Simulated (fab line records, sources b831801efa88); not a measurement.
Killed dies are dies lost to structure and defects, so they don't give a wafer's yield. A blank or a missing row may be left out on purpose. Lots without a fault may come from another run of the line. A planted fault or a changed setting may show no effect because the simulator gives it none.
fab line records | flow gf180mcu
record lots=24 wafers=72 last_day=34
route steps=602 shown HV_LDD@208 V1@339 V2@384 V3@453 M4@460 V4@500
lots that met no fault: from a run of the same line without faults
start_h: hours from the record's first day to the start of the lot's first wafer shown | wait_h: hours since the lot's step before | " the same as in the row above | L1.1+2: a row that stands for several wafers | - no value, or no start given | * or withheld: withheld | < > ~ a bound
route shown NAME@n: a module of which the file shows steps, and the number in the route of the first | usual: mean/standard deviation of fault-free wafers | same: alike in all rows | chamber/n: place in a boat | sites: the reading at each site | _std_site: their standard deviation | _edge_site: outer sites' mean less inner sites' | radius_mm: how far each site lies from the wafer's centre | mask NAME#n: copy n | behind: the tool/chamber that last shaped the wafer | hold: why the lot was held/for how many hours/how that ended | device: the transistor (n, p or np) that didn't switch | end of line: the same wafers' tests at the end of the route | a step without rows: its recipe alone | killed: dies lost to structure and defects at the first sort, not the wafer's yield | map: a wafer's dies, x killed, . not, _ none there
set.NAME: the setting as run; set.NAME@STEP: as run at that earlier step | model.NAME: the simulator's own value behind a step, which no gauge read
steps of the route over a sample of lots; a table a step, a row a wafer
services: from which hour (start_h, from the record's first day; less than 0 if before it) a tool's chamber was out of use, for how many hours, and why
## steps
# step GF_HV_LDD_OVL_MEAS_32
# usual HV_LDD_02_OVL=0.2/1.7
# columns lot.wafer tool chamber start_h wait_h HV_LDD_02_OVL[nm]
L074.1 overlay-01 - 255.08 0.1 2.3
L074.4 " - " " 0.8
L074.6 " - " " 1.7
L075.1 overlay-01 - 260.65 0.1 1.7
L075.2 " - " " 1.3
L075.5 " - " " 3.1
L076.1 overlay-01 - 265.59 0.1 3.6
L076.3 " - " " 1.1
L076.6 " - " " 2.8
L077.1 overlay-02 - 276.10 0.1 1.4
L077.5 " - " " 2.1
L077.6 " - " " 1.7
L078.3 overlay-02 - 279.99 0.1 1.2
L078.4 " - " " 1.6
L078.6 " - " " 0.8
L079.1 overlay-02 - 291.78 0.1 -2.6
L079.4 " - " " 0.1
L079.6 " - " " -1.8
L080.1 overlay-01 - 298.28 0.1 -1.4
L080.2 " - " " -1.0
L080.6 " - " " -2.1
L081.3 overlay-02 - 305.26 0.1 -3.2
L081.4 " - " " -3.4
L081.5 " - " " -1.8
L082.3 overlay-01 - 314.81 0.1 1.8
L082.5 " - " " 3.1
L082.6 " - " " 3.1
L083.2 overlay-01 - 324.55 0.1 0.0
L083.4 " - " " 0.1
L083.5 " - " " -1.0
L084.2 overlay-01 - 331.31 0.1 -0.8
L084.4 " - " " -1.7
L084.6 " - " " 0.2
L085.1 overlay-01 - 339.48 0.1 -2.3
L085.2 " - " " -0.2
L085.3 " - " " 0.0
L086.1 overlay-02 - 348.05 0.1 -0.1
L086.4 " - " " -0.4
L086.6 " - " " -0.6
L087.1 overlay-01 - 350.95 0.1 0.5
L087.2 " - " " 0.9
L087.3 " - " " 0.4
L088.3 overlay-01 - 362.01 0.1 2.2
L088.4 " - " " 4.0
L088.5 " - " " 1.2
L089.3 overlay-02 - 374.44 0.1 2.0
L089.4 " - " " 1.3
L089.6 " - " " 0.6
L090.2 overlay-01 - 379.56 0.1 0.3
L090.5 " - " " -0.5
L090.6 " - " " -0.4
L091.1 overlay-01 - 391.98 0.1 1.6
L091.5 " - " " 0.8
L091.6 " - " " 1.1
L092.1 overlay-01 - 395.45 0.1 0.7
L092.3 " - " " 0.7
L092.5 " - " " 1.0
L093.2 overlay-02 - 402.95 0.1 1.4
L093.5 " - " " 0.5
L093.6 " - " " 1.6
L094.1 overlay-02 - 407.70 0.1 -2.1
L094.2 " - " " -2.9
L094.6 " - " " -4.5
L095.1 overlay-02 - 418.10 0.1 2.2
L095.4 " - " " 1.5
L095.6 " - " " 1.5
L096.1 overlay-02 - 426.80 0.1 0.2
L096.2 " - " " 0.2
L096.6 " - " " -2.2
L097.4 overlay-01 - 436.87 0.1 -1.2
L097.5 " - " " 0.2
L097.6 " - " " 0.1
# step GF_V1_CMP_04
# recipe material=SiO2 down_force_psi=4 platen_rpm=60 pad_velocity_m_s=0.94248
# usual motor_current_A=11.9/0.81 retaining_ring_pressure_frac=1.000/0.0048 slurry_flow_ml_min=150.1/0.5 time_to_endpoint_s=79/6.2
# columns lot.wafer tool chamber start_h wait_h motor_current_A retaining_ring_pressure_frac slurry_flow_ml_min time_to_endpoint_s
L074.1 cmp-02 3 390.33 0.1 10.9 1.004 151.0 65
L074.4 " 1 " " 11.7 1.003 150.6 78
L074.6 " 2 " " 12.2 1.001 150.0 83
L075.1 cmp-01 0 400.83 0.1 12.7 0.996 150.9 87
L075.2 " 1 " " 11.7 0.999 150.3 70
L075.5 " 1 " " 11.2 0.998 150.1 78
L076.1 cmp-01 3 405.75 0.1 12.6 1.000 151.0 84
L076.3 " 0 " " 12.6 1.000 149.3 81
L076.6 " 0 " " 12.1 1.001 149.9 89
L077.1 cmp-01 0 417.04 0.1 12.2 0.997 149.7 81
L077.6 " 2 " " 11.0 0.994 149.4 86
L077.5 " 3 " " 12.6 1.007 149.4 83
L078.3 cmp-02 1 421.76 0.0 11.9 1.001 149.3 69
L078.4 " 0 " " 11.4 1.002 150.1 85
L078.6 " 1 " " 12.1 1.000 150.2 75
L079.1 cmp-01 1 435.97 0.1 11.3 0.997 149.8 74
L079.4 " 2 " " 11.1 1.002 150.8 82
L079.6 " 0 " " 12.3 1.000 150.3 85
L080.1 cmp-01 0 444.33 0.1 12.6 0.989 149.9 84
L080.2 " 3 " " 12.4 1.007 150.2 76
L080.6 " 1 " " 11.1 1.002 150.8 76
L081.4 cmp-01 1 450.95 0.1 10.7 1.008 149.9 75
L081.3 " 3 " " 12.7 1.005 149.8 78
L081.5 " 1 " " 10.8 0.999 149.7 77
L082.3 cmp-01 3 463.20 0.1 12.8 1.000 150.9 78
L082.5 " 2 " " 11.2 0.997 150.1 74
L082.6 " 3 " " 13.3 0.998 151.0 76
L083.4 cmp-02 2 473.39 0.1 13.6 1.005 150.6 83
L083.2 " 3 " " 11.2 1.001 149.2 69
L083.5 " 1 " " 12.1 0.998 149.7 74
L084.4 cmp-01 1 479.98 0.1 11.5 1.005 150.4 75
L084.2 " 2 " " 10.3 1.002 149.8 74
L084.6 " 1 " " 11.8 1.007 150.1 84
L085.2 cmp-01 2 489.29 0.1 11.3 0.998 150.4 76
L085.3 " 3 " " 13.6 1.003 150.5 79
L085.1 " 0 " " 12.7 0.996 150.0 78
L086.4 cmp-01 3 498.68 0.1 12.2 1.002 150.1 83
L086.1 " 1 " " 11.2 1.009 150.1 74
L086.6 " 3 " " 12.6 1.007 150.4 94
L087.1 cmp-01 2 503.20 0.1 10.9 0.999 151.0 74
L087.3 " 0 " " 11.5 0.994 150.1 83
L087.2 " 1 " " 10.9 0.995 150.8 69
L088.3 cmp-01 1 513.39 0.0 11.8 1.001 149.4 70
L088.4 " 2 " " 11.1 1.005 151.1 76
L088.5 " 1 " " 11.7 0.993 149.7 77
L089.3 cmp-02 3 527.99 0.0 11.1 0.997 149.9 65
L089.4 " 2 " " 13.2 1.001 149.2 73
L089.6 " 0 " " 11.4 1.008 149.2 85
L090.2 cmp-01 0 530.89 0.1 12.3 1.005 149.2 91
L090.5 " 3 " " 12.9 1.003 150.2 88
L090.6 " 0 " " 12.3 1.009 150.4 91
L091.1 cmp-01 3 543.27 0.2 12.3 1.008 150.8 95
L091.6 " 0 " " 12.6 1.000 150.5 96
L091.5 " 1 " " 11.5 0.996 150.5 83
L092.3 cmp-01 0 547.12 0.1 12.3 0.996 150.1 79
L092.1 " 1 " " 10.9 0.999 149.8 80
L092.5 " 3 " " 11.9 1.007 150.5 82
L093.2 cmp-02 0 553.38 0.1 11.7 0.994 150.0 77
L093.6 " 3 " " 10.5 1.002 149.7 73
L093.5 " 0 " " 11.7 0.998 150.6 87
L094.2 cmp-01 3 557.07 0.0 12.7 0.990 149.6 88
L094.1 " 0 " " 12.6 0.995 150.8 81
L094.6 " 3 " " 12.2 1.001 150.5 86
L095.4 cmp-02 2 567.12 0.1 13.6 1.011 150.1 75
L095.1 " 0 " " 11.3 1.003 149.3 86
L095.6 " 2 " " 13.2 1.001 149.5 84
L096.1 cmp-02 1 574.29 0.3 12.5 1.000 150.1 73
L096.2 " 2 " " 13.3 0.999 149.5 82
L096.6 " 3 " " 10.9 0.995 150.5 75
L097.4 cmp-02 3 583.65 0.1 11.3 0.995 150.9 73
L097.5 " 2 " " 13.5 0.999 149.9 75
L097.6 " 3 " " 11.5 0.999 150.6 78
# step GF_V2_CVD_02
# recipe material=SiO2 target_thk_nm=850 precursor=TEOS temp_c=400 time_s=94.851 rf_w=600
# usual heater_power_w=656/88
# columns lot.wafer tool chamber start_h wait_h heater_power_w since_wet_clean_h
L074.1 pecvd-03 0 441.56 0.1 643 683
L074.4 " 1 " " 642 -
L074.6 " 2 " " 658 -
L075.1 pecvd-02 1 454.06 0.1 708 488
L075.2 " 0 " " 574 488
L075.5 " 2 " " 591 -
L076.1 pecvd-02 2 456.93 0.1 604 491
L076.3 " 1 " " 717 491
L076.6 " 2 " " 607 -
L077.1 pecvd-03 2 468.54 0.1 767 710
L077.5 " 1 " " 570 -
L077.6 " 0 " " 670 -
L078.3 pecvd-03 2 473.79 0.0 807 716
L078.4 " 2 " " 670 -
L078.6 " 1 " " 618 -
L079.1 pecvd-03 2 487.13 0.1 807 729
L079.4 " 1 " " 631 -
L079.6 " 0 " " 723 -
L080.1 pecvd-03 1 494.69 0.1 610 737
L080.2 " 0 " " 715 737
L080.6 " 2 " " 768 -
L081.3 pecvd-03 2 502.51 0.0 757 744
L081.4 " 1 " " 632 -
L081.5 " 0 " " 574 -
L082.3 pecvd-02 2 514.11 0.0 576 548
L082.5 " 0 " " 480 -
L082.6 " 2 " " 607 -
L083.2 pecvd-01 2 523.01 0.0 704 348
L083.4 " 1 " " 773 -
L083.5 " 0 " " 735 -
L084.2 pecvd-03 2 529.64 0.0 818 772
L084.4 " 1 " " 501 -
L084.6 " 0 " " 557 -
L085.1 pecvd-03 2 539.04 0.1 740 781
L085.2 " 1 " " 547 781
L085.3 " 2 " " 799 -
L086.1 pecvd-03 1 548.08 0.1 600 790
L086.4 " 1 " " 625 -
L086.6 " 1 " " 521 -
L087.1 pecvd-03 1 552.26 0.1 638 794
L087.2 " 2 " " 781 794
L087.3 " 0 " " 699 794
L088.3 pecvd-02 2 561.64 0.0 618 595
L088.4 " 0 " " 608 -
L088.5 " 1 " " 704 -
L089.3 pecvd-03 1 574.58 0.0 607 816
L089.4 " 2 " " 780 -
L089.6 " 0 " " 685 -
L090.2 pecvd-01 0 580.02 0.0 703 405
L090.5 " 2 " " 719 -
L090.6 " 1 " " 709 -
L091.1 pecvd-02 1 590.01 0.1 740 624
L091.5 " 2 " " 486 -
L091.6 " 1 " " 597 -
L092.1 pecvd-01 1 593.44 0.1 653 419
L092.3 " 0 " " 656 419
L092.5 " 2 " " 764 -
L093.2 pecvd-02 1 599.24 0.0 645 633
L093.5 " 1 " " 680 -
L093.6 " 0 " " 600 -
L094.1 pecvd-02 2 603.30 0.1 591 637
L094.2 " 1 " " 633 637
L094.6 " 2 " " 610 -
L095.1 pecvd-01 1 613.02 0.1 772 438
L095.4 " 1 " " 613 -
L095.6 " 0 " " 739 -
L096.1 pecvd-02 1 618.56 0.1 663 652
L096.2 " 0 " " 595 652
L096.6 " 2 " " 474 -
L097.4 pecvd-02 1 627.88 0.1 587 -
L097.5 " 0 " " 581 -
L097.6 " 2 " " 503 -
# step GF_V3_RS_MEAS_24
# recipe thk_meas_gauge=four-point-probe reads=W_of_V3_CVD_23+TiN_of_V3_SPUTTER_22+Ti_of_V3_SPUTTER_21
# usual V3_W_RS=0.327/0.0035
# columns lot.wafer tool chamber start_h wait_h V3_W_RS[ohm/sq]
L074.1 film_metro-02 - 517.13 0.2 0.324
L074.4 " - " " 0.323
L074.6 " - " " 0.328
L075.1 film_metro-02 - 529.16 0.1 0.333
L075.2 " - " " 0.329
L075.5 " - " " 0.330
L076.1 film_metro-02 - 532.65 0.1 0.324
L076.3 " - " " 0.331
L076.6 " - " " 0.331
L077.1 film_metro-03 - 544.16 0.1 0.324
L077.5 " - " " 0.329
L077.6 " - " " 0.323
L078.3 film_metro-03 - 548.32 0.1 0.324
L078.4 " - " " 0.330
L078.6 " - " " 0.328
L079.1 film_metro-02 - 560.54 0.1 0.330
L079.4 " - " " 0.327
L079.6 " - " " 0.323
L080.1 film_metro-02 - 567.97 0.1 0.331
L080.2 " - " " 0.325
L080.6 " - " " 0.332
L081.3 film_metro-03 - 573.75 0.1 0.326
L081.4 " - " " 0.333
L081.5 " - " " 0.334
L082.3 film_metro-02 - 585.19 0.1 0.333
L082.5 " - " " 0.334
L082.6 " - " " 0.332
L083.2 film_metro-01 - 593.70 0.1 0.332
L083.4 " - " " 0.328
L083.5 " - " " 0.327
L084.2 film_metro-02 - 600.52 0.1 0.328
L084.4 " - " " 0.327
L084.6 " - " " 0.328
L085.1 film_metro-02 - 607.96 0.1 0.326
L085.2 " - " " 0.324
L085.3 " - " " 0.325
L086.1 film_metro-02 - 616.87 0.1 0.325
L086.4 " - " " 0.322
L086.6 " - " " 0.323
L087.1 film_metro-02 - 621.21 0.1 0.335
L087.2 " - " " 0.328
L087.3 " - " " 0.330
L088.3 film_metro-01 - 629.43 0.1 0.329
L088.4 " - " " 0.327
L088.5 " - " " 0.330
L089.3 film_metro-02 - 641.78 0.1 0.329
L089.4 " - " " 0.325
L089.6 " - " " 0.329
L090.2 film_metro-03 - 646.98 0.1 0.327
L090.5 " - " " 0.324
L090.6 " - " " 0.329
L091.1 film_metro-01 - 656.90 0.2 0.324
L091.5 " - " " 0.327
L091.6 " - " " 0.329
L092.1 film_metro-02 - 660.06 0.1 0.329
L092.3 " - " " 0.321
L092.5 " - " " 0.325
L093.2 film_metro-02 - 665.27 0.1 0.327
L093.5 " - " " 0.322
L093.6 " - " " 0.330
L094.1 film_metro-02 - 668.26 0.1 0.326
L094.2 " - " " 0.329
L094.6 " - " " 0.330
L095.1 film_metro-02 - 677.36 0.1 0.326
L095.4 " - " " 0.327
L095.6 " - " " 0.326
L096.1 film_metro-01 - 683.44 0.1 0.328
L096.2 " - " " 0.326
L096.6 " - " " 0.331
L097.4 film_metro-02 - 691.36 0.1 0.329
L097.5 " - " " 0.325
L097.6 " - " " 0.324
# step GF_M4_SPUTTER_04
# recipe material=TiN target_thk_nm=50 power_w=6500 time_s=41.7 chamber_pressure_pa=0.4
# usual chamber_pressure_pa=0.4000/0.0008 throttle_valve_pct=29.3/1.3
# columns lot.wafer tool chamber start_h wait_h chamber_pressure_pa throttle_valve_pct
L074.1 pvd_sputter-04 - 517.79 0.0 0.3988 29.2
L074.4 " - " " 0.3999 28.2
L074.6 " - " " 0.3989 28.2
L075.1 pvd_sputter-04 - 529.82 0.0 0.3995 28.2
L075.2 " - " " 0.3984 31.1
L075.5 " - " " 0.4007 28.0
L076.1 pvd_sputter-01 - 533.31 0.0 0.4004 29.9
L076.3 " - " " 0.4009 29.7
L076.6 " - " " 0.3990 29.9
L077.1 pvd_sputter-02 - 544.82 0.0 0.3992 28.1
L077.5 " - " " 0.3993 26.7
L077.6 " - " " 0.3994 29.8
L078.3 pvd_sputter-04 - 548.94 0.0 0.4010 29.2
L078.4 " - " " 0.4001 28.1
L078.6 " - " " 0.4008 30.0
L079.1 pvd_sputter-02 - 561.20 0.0 0.4004 26.4
L079.4 " - " " 0.3998 29.9
L079.6 " - " " 0.3995 30.1
L080.1 pvd_sputter-02 - 568.63 0.0 0.4002 30.5
L080.2 " - " " 0.3996 26.4
L080.6 " - " " 0.4000 26.4
L081.3 pvd_sputter-02 - 574.37 0.0 0.4004 28.3
L081.4 " - " " 0.3986 30.3
L081.5 " - " " 0.3994 26.3
L082.3 pvd_sputter-01 - 585.81 0.0 0.3996 29.8
L082.5 " - " " 0.3998 29.9
L082.6 " - " " 0.4003 29.9
L083.2 pvd_sputter-02 - 594.35 0.0 0.4012 28.4
L083.4 " - " " 0.4010 26.4
L083.5 " - " " 0.4001 30.1
L084.2 pvd_sputter-02 - 601.16 0.0 0.4008 28.4
L084.4 " - " " 0.4004 26.1
L084.6 " - " " 0.4002 30.1
L085.1 pvd_sputter-01 - 608.66 0.0 0.3990 29.9
L085.2 " - " " 0.4017 29.9
L085.3 " - " " 0.3991 29.8
L086.1 pvd_sputter-04 - 617.57 0.0 0.4002 29.7
L086.4 " - " " 0.4004 30.6
L086.6 " - " " 0.4005 30.7
L087.1 pvd_sputter-01 - 621.87 0.0 0.4000 29.9
L087.2 " - " " 0.3995 29.9
L087.3 " - " " 0.4004 29.8
L088.3 pvd_sputter-02 - 630.05 0.0 0.4015 26.6
L088.4 " - " " 0.4003 29.9
L088.5 " - " " 0.4006 30.1
L089.3 pvd_sputter-02 - 642.41 0.0 0.4009 26.3
L089.4 " - " " 0.3994 30.5
L089.6 " - " " 0.4015 29.7
L090.2 pvd_sputter-01 - 647.62 0.0 0.4014 29.5
L090.5 " - " " 0.4007 30.0
L090.6 " - " " 0.4002 31.2
L091.1 pvd_sputter-04 - 657.58 0.0 0.4002 28.1
L091.5 " - " " 0.4003 28.1
L091.6 " - " " 0.3996 29.5
L092.1 pvd_sputter-04 - 660.72 0.0 0.4006 29.1
L092.3 " - " " 0.3999 30.7
L092.5 " - " " 0.4008 30.1
L093.2 pvd_sputter-01 - 666.15 0.0 0.4006 29.8
L093.5 " - " " 0.3985 29.7
L093.6 " - " " 0.3993 31.3
L094.1 pvd_sputter-04 - 668.92 0.0 0.4002 30.8
L094.2 " - " " 0.3965 28.3
L094.6 " - " " 0.4003 29.9
L095.1 pvd_sputter-02 - 678.02 0.0 0.4004 30.0
L095.4 " - " " 0.4000 30.2
L095.6 " - " " 0.4009 29.9
L096.1 pvd_sputter-01 - 684.10 0.0 0.3999 31.1
L096.2 " - " " 0.3999 29.8
L096.6 " - " " 0.4003 29.9
L097.4 pvd_sputter-02 - 691.96 0.0 0.4005 30.0
L097.5 " - " " 0.3985 30.3
L097.6 " - " " 0.4002 26.4
# step GF_V4_RS_MEAS_24
# recipe thk_meas_gauge=four-point-probe reads=W_of_V4_CVD_23+TiN_of_V4_SPUTTER_22+Ti_of_V4_SPUTTER_21
# usual V4_W_RS=0.325/0.0038
# columns lot.wafer tool chamber start_h wait_h V4_W_RS[ohm/sq]
L074.1 film_metro-04 - 564.47 0.1 0.327
L074.4 " - " " 0.327
L074.6 " - " " 0.326
L075.1 film_metro-01 - 577.59 0.1 0.328
L075.2 " - " " 0.333
L075.5 " - " " 0.326
L076.1 film_metro-01 - 579.66 0.1 0.322
L076.3 " - " " 0.323
L076.6 " - " " 0.324
L077.1 film_metro-01 - 591.16 0.1 0.318
L077.5 " - " " 0.325
L077.6 " - " " 0.321
L078.3 film_metro-03 - 594.89 0.1 0.322
L078.4 " - " " 0.327
L078.6 " - " " 0.322
L079.1 film_metro-01 - 606.28 0.1 0.324
L079.4 " - " " 0.321
L079.6 " - " " 0.320
L080.1 film_metro-03 - 613.75 0.1 0.320
L080.2 " - " " 0.327
L080.6 " - " " 0.326
L081.3 film_metro-04 - 619.08 0.1 0.326
L081.4 " - " " 0.326
L081.5 " - " " 0.326
L082.3 film_metro-04 - 629.88 0.1 0.327
L082.5 " - " " 0.335
L082.6 " - " " 0.325
L083.2 film_metro-03 - 637.89 0.1 0.322
L083.4 " - " " 0.324
L083.5 " - " " 0.320
L084.2 film_metro-03 - 643.90 0.1 0.317
L084.4 " - " " 0.321
L084.6 " - " " 0.316
L085.1 film_metro-01 - 652.11 0.1 0.325
L085.2 " - " " 0.325
L085.3 " - " " 0.323
L086.1 film_metro-04 - 659.92 0.1 0.322
L086.4 " - " " 0.326
L086.6 " - " " 0.323
L087.1 film_metro-04 - 664.85 0.1 0.318
L087.2 " - " " 0.328
L087.3 " - " " 0.324
L088.3 film_metro-01 - 671.55 0.1 0.324
L088.4 " - " " 0.320
L088.5 " - " " 0.328
L089.3 film_metro-03 - 684.85 0.1 0.333
L089.4 " - " " 0.329
L089.6 " - " " 0.323
L090.2 film_metro-04 - 688.55 0.1 0.325
L090.5 " - " " 0.328
L090.6 " - " " 0.323
L091.1 film_metro-04 - 699.18 0.1 0.330
L091.5 " - " " 0.333
L091.6 " - " " 0.332
L092.1 film_metro-04 - 701.05 0.1 0.323
L092.3 " - " " 0.321
L092.5 " - " " 0.325
L093.2 film_metro-01 - 705.85 0.1 0.325
L093.5 " - " " 0.324
L093.6 " - " " 0.326
L094.1 film_metro-03 - 708.53 0.1 0.325
L094.2 " - " " 0.330
L094.6 " - " " 0.328
L095.1 film_metro-04 - 718.31 0.1 0.325
L095.4 " - " " 0.325
L095.6 " - " " 0.322
L096.1 film_metro-04 - 724.13 0.1 0.324
L096.2 " - " " 0.320
L096.6 " - " " 0.325
L097.4 film_metro-03 - 730.65 0.1 0.329
L097.5 " - " " 0.325
L097.6 " - " " 0.329
## services
# columns tool chamber start_h hours kind
cmp-01 - 375.38 2.4 repair
cmp-01 - 377.73 5.3 pm
cmp-01 - 385.69 3.8 repair
pvd_sputter-02 - 402.39 8.4 repair
cmp-02 - 404.14 4.0 pm
cmp-02 - 408.73 2.0 repair
pvd_sputter-01 - 421.59 3.7 repair
pvd_sputter-04 - 428.73 4.3 repair
pvd_sputter-04 - 438.88 1.6 repair
pecvd-03 - 447.59 2.8 pm
cmp-02 - 450.45 2.8 pm
cmp-01 - 475.28 0.6 repair
cmp-02 - 489.44 1.6 repair
cmp-01 - 505.28 2.5 repair
pecvd-03 0 535.58 13.5 repair
cmp-01 - 572.35 4.0 pm
pecvd-03 - 591.12 14.0 pm
cmp-02 - 632.04 4.0 pm
pecvd-02 - 635.54 1.8 repair
cmp-01 - 637.80 1.8 repair
pecvd-03 - 655.82 0.6 repair
pecvd-02 - 661.56 2.8 pm
cmp-01 - 663.25 2.5 repair
pecvd-02 - 675.67 1.2 repair
## key
fault none
